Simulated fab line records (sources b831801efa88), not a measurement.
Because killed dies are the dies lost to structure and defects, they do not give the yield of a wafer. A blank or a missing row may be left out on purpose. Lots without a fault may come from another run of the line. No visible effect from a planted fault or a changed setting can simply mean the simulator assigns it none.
Which tool did it? :: flow sky130 :: 11 lots with 31 wafers sampled at 6 steps, on a route of 708 steps

WHAT THE GAUGES SHOWED, per wafer
Not one reading of a measure or inspect step in the record can be checked against a usual standard deviation.

WHAT TOOL EACH LOT RAN ON (gives the tool, then ch and the chambers of the sampled wafers, and finally the start)
lot: L845
SKY_METAL2_SPUTTER_00: pvd sputter-02, day 34 12:37
SKY_METAL2_SPUTTER_01: pvd sputter-02, day 34 12:38
SKY_METAL2_SPUTTER_03: pvd sputter-02, day 34 12:41
SKY_CAP2M_METAL_ETCH_13: rie metal-03 ch 0,1, day 41 04:04
SKY_CAP2M_STRIP_14: plasma asher-02 ch 0,1, day 41 04:08
SKY_PAD_OPEN_PROBE_99: prober-01, day 46 03:49

lot: L844
SKY_METAL2_SPUTTER_00: pvd sputter-02, day 34 14:28
SKY_METAL2_SPUTTER_01: pvd sputter-02, day 34 14:29
SKY_METAL2_SPUTTER_03: pvd sputter-02, day 34 14:32
SKY_CAP2M_METAL_ETCH_13: rie metal-03 ch 0,1, day 41 06:22
SKY_CAP2M_STRIP_14: plasma asher-03 ch 0,1, day 41 06:26
SKY_PAD_OPEN_PROBE_99: prober-02, day 46 06:07

lot: L847
SKY_METAL2_SPUTTER_00: pvd sputter-01, day 35 04:42
SKY_METAL2_SPUTTER_01: pvd sputter-01, day 35 04:44
SKY_METAL2_SPUTTER_03: pvd sputter-01, day 35 04:47
SKY_CAP2M_METAL_ETCH_13: rie metal-04 ch 0,1, day 41 20:21
SKY_CAP2M_STRIP_14: plasma asher-03 ch 1, day 41 20:26
SKY_PAD_OPEN_PROBE_99: prober-02, day 46 16:05

lot: L848
SKY_METAL2_SPUTTER_00: pvd sputter-02, day 36 00:01
SKY_METAL2_SPUTTER_01: pvd sputter-02, day 36 00:02
SKY_METAL2_SPUTTER_03: pvd sputter-02, day 36 00:05
SKY_CAP2M_METAL_ETCH_13: rie metal-04 ch 0,1, day 42 11:30
SKY_CAP2M_STRIP_14: plasma asher-01 ch 1, day 42 11:35
SKY_PAD_OPEN_PROBE_99: prober-01, day 47 06:50

lot: L849
SKY_METAL2_SPUTTER_00: pvd sputter-01, day 36 04:07
SKY_METAL2_SPUTTER_01: pvd sputter-01, day 36 04:08
SKY_METAL2_SPUTTER_03: pvd sputter-01, day 36 04:11
SKY_CAP2M_METAL_ETCH_13: rie metal-02 ch 0,1, day 42 16:34
SKY_CAP2M_STRIP_14: plasma asher-02 ch 0, day 42 16:38
SKY_PAD_OPEN_PROBE_99: prober-02, day 47 11:53

lot: L850
SKY_METAL2_SPUTTER_00: pvd sputter-02, day 36 09:44
SKY_METAL2_SPUTTER_01: pvd sputter-02, day 36 09:45
SKY_METAL2_SPUTTER_03: pvd sputter-02, day 36 09:48
SKY_CAP2M_METAL_ETCH_13: rie metal-03 ch 0,1, day 42 21:01
SKY_CAP2M_STRIP_14: plasma asher-03 ch 0,1, day 42 21:05
SKY_PAD_OPEN_PROBE_99: prober-01, day 47 14:58

lot: L852
SKY_METAL2_SPUTTER_00: pvd sputter-03, day 37 02:10
SKY_METAL2_SPUTTER_01: pvd sputter-03, day 37 02:11
SKY_METAL2_SPUTTER_03: pvd sputter-03, day 37 02:14
SKY_CAP2M_METAL_ETCH_13: rie metal-03 ch 0,1, day 43 12:22
SKY_CAP2M_STRIP_14: plasma asher-02 ch 0,1, day 43 12:26
SKY_PAD_OPEN_PROBE_99: prober-01, day 48 04:13

lot: L855
SKY_METAL2_SPUTTER_00: pvd sputter-03, day 37 18:32
SKY_METAL2_SPUTTER_01: pvd sputter-03, day 37 18:33
SKY_METAL2_SPUTTER_03: pvd sputter-03, day 37 18:36
SKY_CAP2M_METAL_ETCH_13: rie metal-03 ch 0,1, day 44 02:04
SKY_CAP2M_STRIP_14: plasma asher-03 ch 0,1, day 44 02:08
SKY_PAD_OPEN_PROBE_99: prober-02, day 48 15:02

lot: L860
SKY_METAL2_SPUTTER_00: pvd sputter-03, day 39 10:54
SKY_METAL2_SPUTTER_01: pvd sputter-03, day 39 10:55
SKY_METAL2_SPUTTER_03: pvd sputter-03, day 39 10:58
SKY_CAP2M_METAL_ETCH_13: rie metal-03 ch 0, day 45 13:44
SKY_CAP2M_STRIP_14: plasma asher-03 ch 0,1, day 45 13:50
SKY_PAD_OPEN_PROBE_99: prober-01, day 49 21:56

lot: L862
SKY_METAL2_SPUTTER_00: pvd sputter-03, day 39 20:54
SKY_METAL2_SPUTTER_01: pvd sputter-03, day 39 20:55
SKY_METAL2_SPUTTER_03: pvd sputter-03, day 39 20:58
SKY_CAP2M_METAL_ETCH_13: rie metal-03 ch 0,1, day 45 22:39
SKY_CAP2M_STRIP_14: plasma asher-02 ch 0, day 45 22:44
SKY_PAD_OPEN_PROBE_99: prober-01, day 50 04:38

lot: L866
SKY_METAL2_SPUTTER_00: pvd sputter-03, day 40 23:56
SKY_METAL2_SPUTTER_01: pvd sputter-03, day 40 23:58
SKY_METAL2_SPUTTER_03: pvd sputter-03, day 41 00:01
SKY_CAP2M_METAL_ETCH_13: rie metal-04 ch 0,1, day 46 21:10
SKY_CAP2M_STRIP_14: plasma asher-03 ch 0,1, day 46 21:15
SKY_PAD_OPEN_PROBE_99: prober-01, day 50 21:03
- SKY_METAL2_SPUTTER_00: material Ti, target thk 15 nm, time 10 s.
- SKY_METAL2_SPUTTER_01: material TiN, target thk 20 nm, time 16.7 s.
- SKY_METAL2_SPUTTER_03: material Ti, target thk 5 nm, time 3.3 s.
- SKY_CAP2M_METAL_ETCH_13: etches TiN in Cl2/BCl3, stops on SiO2, target depth 220 nm, time 62.9 s.
- SKY_CAP2M_STRIP_14: strips in O2/N2.
- SKY_PAD_OPEN_PROBE_99

WHAT THE TOOLS THEMSELVES READ (means of the sampled wafers that have a number; where no wafer has one, the mark that the record gives instead)
SKY_METAL2_SPUTTER_00. Usual: throttle valve pct at 30.2 %, with a standard deviation of 0.91.
lot: L845
tool: pvd sputter-02
throttle valve pct (%): 29.9
flag: 

lot: L844
tool: pvd sputter-02
throttle valve pct (%): 30.5
flag: 

lot: L847
tool: pvd sputter-01
throttle valve pct (%): 30.0
flag: 

lot: L848
tool: pvd sputter-02
throttle valve pct (%): 30.3
flag: 

lot: L849
tool: pvd sputter-01
throttle valve pct (%): 29.5
flag: 

lot: L850
tool: pvd sputter-02
throttle valve pct (%): 29.9
flag: 

lot: L852
tool: pvd sputter-03
throttle valve pct (%): 30.2
flag: 

lot: L855
tool: pvd sputter-03
throttle valve pct (%): 30.5
flag: 

lot: L860
tool: pvd sputter-03
throttle valve pct (%): 30.9
flag: 

lot: L862
tool: pvd sputter-03
throttle valve pct (%): 30.9
flag: 

lot: L866
tool: pvd sputter-03
throttle valve pct (%): 30.6
flag: 

SKY_METAL2_SPUTTER_01. Usual: throttle valve pct at 30.1 %, with a standard deviation of 0.91.
lot: L845
tool: pvd sputter-02
throttle valve pct (%): 30.0
flag: 

lot: L844
tool: pvd sputter-02
throttle valve pct (%): 30.4
flag: 

lot: L847
tool: pvd sputter-01
throttle valve pct (%): 30.2
flag: 

lot: L848
tool: pvd sputter-02
throttle valve pct (%): 30.1
flag: 

lot: L849
tool: pvd sputter-01
throttle valve pct (%): 29.4
flag: 

lot: L850
tool: pvd sputter-02
throttle valve pct (%): 30.0
flag: 

lot: L852
tool: pvd sputter-03
throttle valve pct (%): 30.0
flag: 

lot: L855
tool: pvd sputter-03
throttle valve pct (%): 30.7
flag: 

lot: L860
tool: pvd sputter-03
throttle valve pct (%): 30.7
flag: 

lot: L862
tool: pvd sputter-03
throttle valve pct (%): 30.7
flag: 

lot: L866
tool: pvd sputter-03
throttle valve pct (%): 30.6
flag: 

SKY_METAL2_SPUTTER_03. Usual: throttle valve pct at 30.1 %, with a standard deviation of 0.89.
lot: L845
tool: pvd sputter-02
throttle valve pct (%): 30.0
flag: 

lot: L844
tool: pvd sputter-02
throttle valve pct (%): 30.3
flag: 

lot: L847
tool: pvd sputter-01
throttle valve pct (%): 30.0
flag: 

lot: L848
tool: pvd sputter-02
throttle valve pct (%): 30.4
flag: 

lot: L849
tool: pvd sputter-01
throttle valve pct (%): 29.4
flag: 

lot: L850
tool: pvd sputter-02
throttle valve pct (%): 30.1
flag: 

lot: L852
tool: pvd sputter-03
throttle valve pct (%): 30.1
flag: 

lot: L855
tool: pvd sputter-03
throttle valve pct (%): 30.5
flag: 

lot: L860
tool: pvd sputter-03
throttle valve pct (%): 30.9
flag: 

lot: L862
tool: pvd sputter-03
throttle valve pct (%): 30.7
flag: 

lot: L866
tool: pvd sputter-03
throttle valve pct (%): 30.5
flag: 

SKY_CAP2M_METAL_ETCH_13. Usual: drypump motor current A 5.49 A, standard deviation 0.28; oes product au 0.943 a.u., standard deviation 0.0074; throttle valve pct 21.900 %, standard deviation 0.0097.
lot: L845
tool: rie metal-03
drypump motor current A (A): 5.58
oes product au (a.u.): 0.941
throttle valve pct (%): 21.912
flag: 

lot: L844
tool: rie metal-03
drypump motor current A (A): 5.45
oes product au (a.u.): 0.950
throttle valve pct (%): 21.904
flag: 

lot: L847
tool: rie metal-04
drypump motor current A (A): 5.59
oes product au (a.u.): 0.939
throttle valve pct (%): 21.897
flag: 

lot: L848
tool: rie metal-04
drypump motor current A (A): 5.60
oes product au (a.u.): 0.949
throttle valve pct (%): 21.897
flag: 

lot: L849
tool: rie metal-02
drypump motor current A (A): 5.30
oes product au (a.u.): 0.937
throttle valve pct (%): 21.912
flag: 

lot: L850
tool: rie metal-03
drypump motor current A (A): 5.58
oes product au (a.u.): 0.946
throttle valve pct (%): 21.899
flag: 

lot: L852
tool: rie metal-03
drypump motor current A (A): 5.45
oes product au (a.u.): 0.944
throttle valve pct (%): 21.897
flag: 

lot: L855
tool: rie metal-03
drypump motor current A (A): 5.56
oes product au (a.u.): 0.942
throttle valve pct (%): 21.894
flag: 

lot: L860
tool: rie metal-03
drypump motor current A (A): 5.71
oes product au (a.u.): 0.849
throttle valve pct (%): 21.963
flag: OFF

lot: L862
tool: rie metal-03
drypump motor current A (A): 5.51
oes product au (a.u.): 0.843
throttle valve pct (%): 21.958
flag: OFF

lot: L866
tool: rie metal-04
drypump motor current A (A): 5.61
oes product au (a.u.): 0.947
throttle valve pct (%): 21.899
flag: 

SKY_CAP2M_STRIP_14. Usual: drypump motor current A 6.1 A, standard deviation 0.49; oes product au 0.709 a.u., standard deviation 0.0049; strip time to endpoint s 12.69 s, standard deviation 0.036.
lot: L845
tool: plasma asher-02
drypump motor current A (A): 5.5
oes product au (a.u.): 0.708
strip time to endpoint s (s): 12.71
flag: 

lot: L844
tool: plasma asher-03
drypump motor current A (A): 6.4
oes product au (a.u.): 0.710
strip time to endpoint s (s): 12.63
flag: 

lot: L847
tool: plasma asher-03
drypump motor current A (A): 5.9
oes product au (a.u.): 0.708
strip time to endpoint s (s): 12.68
flag: 

lot: L848
tool: plasma asher-01
drypump motor current A (A): 6.0
oes product au (a.u.): 0.714
strip time to endpoint s (s): 12.67
flag: 

lot: L849
tool: plasma asher-02
drypump motor current A (A): 5.6
oes product au (a.u.): 0.709
strip time to endpoint s (s): 12.71
flag: 

lot: L850
tool: plasma asher-03
drypump motor current A (A): 6.2
oes product au (a.u.): 0.710
strip time to endpoint s (s): 12.73
flag: 

lot: L852
tool: plasma asher-02
drypump motor current A (A): 5.5
oes product au (a.u.): 0.705
strip time to endpoint s (s): 12.68
flag: 

lot: L855
tool: plasma asher-03
drypump motor current A (A): 6.2
oes product au (a.u.): 0.709
strip time to endpoint s (s): 12.68
flag: 

lot: L860
tool: plasma asher-03
drypump motor current A (A): 6.3
oes product au (a.u.): 0.708
strip time to endpoint s (s): 12.94
flag: OFF

lot: L862
tool: plasma asher-02
drypump motor current A (A): 5.6
oes product au (a.u.): 0.712
strip time to endpoint s (s): 12.96
flag: OFF

lot: L866
tool: plasma asher-03
drypump motor current A (A): 6.4
oes product au (a.u.): 0.716
strip time to endpoint s (s): 12.70
flag: 

SKY_PAD_OPEN_PROBE_99. Usual: defect limited yield 82.8 %, standard deviation 2; killed_at_M0_to_M3 42, standard deviation 7.3; killed_at_M4_up 3.2, standard deviation 1.8; killed at contacts 25, standard deviation 5.2; killed at front end 15, standard deviation 4.6; killed at other 0.3, standard deviation 0.62; killed dies 85, standard deviation 9.9; killed on rim 17, standard deviation 3.9; killed open 46, standard deviation 7.1; killed short 38, standard deviation 5.7; sort_bin_3_pad_short 0.9 %, standard deviation 0.42; sort_bin_5_function 10.0 %, standard deviation 1.5; sort_bin_6_memory 6.3 %, standard deviation 1.2; sort n pass 407, standard deviation 9.9; sort yield pct 82.8 %, standard deviation 2.
lot: L845
tool: prober-01
defect limited yield (%): 79.8
killed_at_M0_to_M3: 53
killed_at_M4_up: 2.7
killed at contacts: 27
killed at front end: 16
killed at other: 0.0
killed dies: 99
killed on rim: 19
killed open: 55
killed short: 44
sort_bin_3_pad_short (%): 1.4
sort_bin_5_function (%): 10.9
sort_bin_6_memory (%): 7.9
sort n pass: 393
sort yield pct (%): 79.8
flag: 

lot: L844
tool: prober-02
defect limited yield (%): 81.4
killed_at_M0_to_M3: 45
killed_at_M4_up: 3.7
killed at contacts: 25
killed at front end: 18
killed at other: 0.0
killed dies: 91
killed on rim: 21
killed open: 54
killed short: 37
sort_bin_3_pad_short (%): 0.6
sort_bin_5_function (%): 10.7
sort_bin_6_memory (%): 7.2
sort n pass: 401
sort yield pct (%): 81.4
flag: 

lot: L847
tool: prober-02
defect limited yield (%): 82.0
killed_at_M0_to_M3: 50
killed_at_M4_up: 2.3
killed at contacts: 23
killed at front end: 12
killed at other: 1.3
killed dies: 88
killed on rim: 19
killed open: 43
killed short: 44
sort_bin_3_pad_short (%): 1.4
sort_bin_5_function (%): 11.1
sort_bin_6_memory (%): 5.4
sort n pass: 404
sort yield pct (%): 82.0
flag: 

lot: L848
tool: prober-01
defect limited yield (%): 81.6
killed_at_M0_to_M3: 45
killed_at_M4_up: 3.3
killed at contacts: 27
killed at front end: 16
killed at other: 0.0
killed dies: 91
killed on rim: 19
killed open: 45
killed short: 45
sort_bin_3_pad_short (%): 1.2
sort_bin_5_function (%): 10.0
sort_bin_6_memory (%): 7.2
sort n pass: 401
sort yield pct (%): 81.6
flag: 

lot: L849
tool: prober-02
defect limited yield (%): 81.2
killed_at_M0_to_M3: 52
killed_at_M4_up: 3.7
killed at contacts: 22
killed at front end: 14
killed at other: 0.3
killed dies: 93
killed on rim: 21
killed open: 53
killed short: 40
sort_bin_3_pad_short (%): 0.7
sort_bin_5_function (%): 11.5
sort_bin_6_memory (%): 6.7
sort n pass: 399
sort yield pct (%): 81.2
flag: 

lot: L850
tool: prober-01
defect limited yield (%): 83.1
killed_at_M0_to_M3: 37
killed_at_M4_up: 4.3
killed at contacts: 27
killed at front end: 15
killed at other: 0.0
killed dies: 83
killed on rim: 17
killed open: 47
killed short: 36
sort_bin_3_pad_short (%): 0.9
sort_bin_5_function (%): 8.9
sort_bin_6_memory (%): 7.0
sort n pass: 409
sort yield pct (%): 83.1
flag: 

lot: L852
tool: prober-01
defect limited yield (%): 81.6
killed_at_M0_to_M3: 43
killed_at_M4_up: 4.3
killed at contacts: 29
killed at front end: 15
killed at other: 0.0
killed dies: 91
killed on rim: 15
killed open: 46
killed short: 45
sort_bin_3_pad_short (%): 0.5
sort_bin_5_function (%): 11.2
sort_bin_6_memory (%): 6.8
sort n pass: 401
sort yield pct (%): 81.6
flag: 

lot: L855
tool: prober-02
defect limited yield (%): 84.4
killed_at_M0_to_M3: 33
killed_at_M4_up: 5.0
killed at contacts: 26
killed at front end: 12
killed at other: 0.7
killed dies: 77
killed on rim: 14
killed open: 40
killed short: 37
sort_bin_3_pad_short (%): 0.9
sort_bin_5_function (%): 9.0
sort_bin_6_memory (%): 5.7
sort n pass: 415
sort yield pct (%): 84.4
flag: 

lot: L860
tool: prober-01
defect limited yield (%): 40.5
killed_at_M0_to_M3: 46
killed_at_M4_up: 7.0
killed at contacts: 28
killed at front end: 12
killed at other: 200.0
killed dies: 292
killed on rim: 59
killed open: 48
killed short: 44
sort_bin_3_pad_short (%): 41.8
sort_bin_5_function (%): 10.2
sort_bin_6_memory (%): 7.5
sort n pass: 200
sort yield pct (%): 40.5
flag: OFF

lot: L862
tool: prober-01
defect limited yield (%): 41.8
killed_at_M0_to_M3: 36
killed_at_M4_up: 2.5
killed at contacts: 26
killed at front end: 18
killed at other: 203.5
killed dies: 286
killed on rim: 56
killed open: 46
killed short: 38
sort_bin_3_pad_short (%): 42.4
sort_bin_5_function (%): 9.8
sort_bin_6_memory (%): 6.1
sort n pass: 206
sort yield pct (%): 41.8
flag: OFF

lot: L866
tool: prober-01
defect limited yield (%): 80.4
killed_at_M0_to_M3: 48
killed_at_M4_up: 4.7
killed at contacts: 27
killed at front end: 16
killed at other: 0.0
killed dies: 97
killed on rim: 18
killed open: 53
killed short: 44
sort_bin_3_pad_short (%): 0.8
sort_bin_5_function (%): 10.6
sort_bin_6_memory (%): 8.3
sort n pass: 395
sort yield pct (%): 80.4
flag: 

THE ANSWER, worked out from the rows above alone
Rule: a lot is off if the mean of its wafers that have a number lies more than 3 standard deviations from the usual mean. A lot without any number at a reading at which 4 lots or more have one is off too. Where the step has rows for the other lots, those lots are counted as sound. First the gauges in route order, then the tools' own readings, where a lot's mean is used as printed above. The first step at which some lot is off is used, and at that step the reading that is off furthest; a lot without a number counts as furthest.
Off: L860, L862, at SKY_CAP2M_METAL_ETCH_13 (oes product au).
A tool fits if, at that step or a process step before it, it ran every lot that is off, and no sound lot after the first of them. One candidate fits, namely rie metal-03 at SKY_CAP2M_METAL_ETCH_13. A fault onset in the window from L855 (day 44 02:04, its last sound lot) to L860 (day 45 13:44, its first lot off) fits.
The tool's own readings at SKY_CAP2M_METAL_ETCH_13 bear it out: on the lots that are off they differ by more than 5 times the standard deviation of the sound lots' means. oes product au reads 0.846 a.u. there against 0.944 a.u. on the sound lots; throttle valve pct reads 21.960 % there against 21.901 % on the sound lots.

WHAT THE SIMULATOR HAD INSERTED
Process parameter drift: rie metal-03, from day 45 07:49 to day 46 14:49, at SKY_CAP2M_METAL_ETCH_13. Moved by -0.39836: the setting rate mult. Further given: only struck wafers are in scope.
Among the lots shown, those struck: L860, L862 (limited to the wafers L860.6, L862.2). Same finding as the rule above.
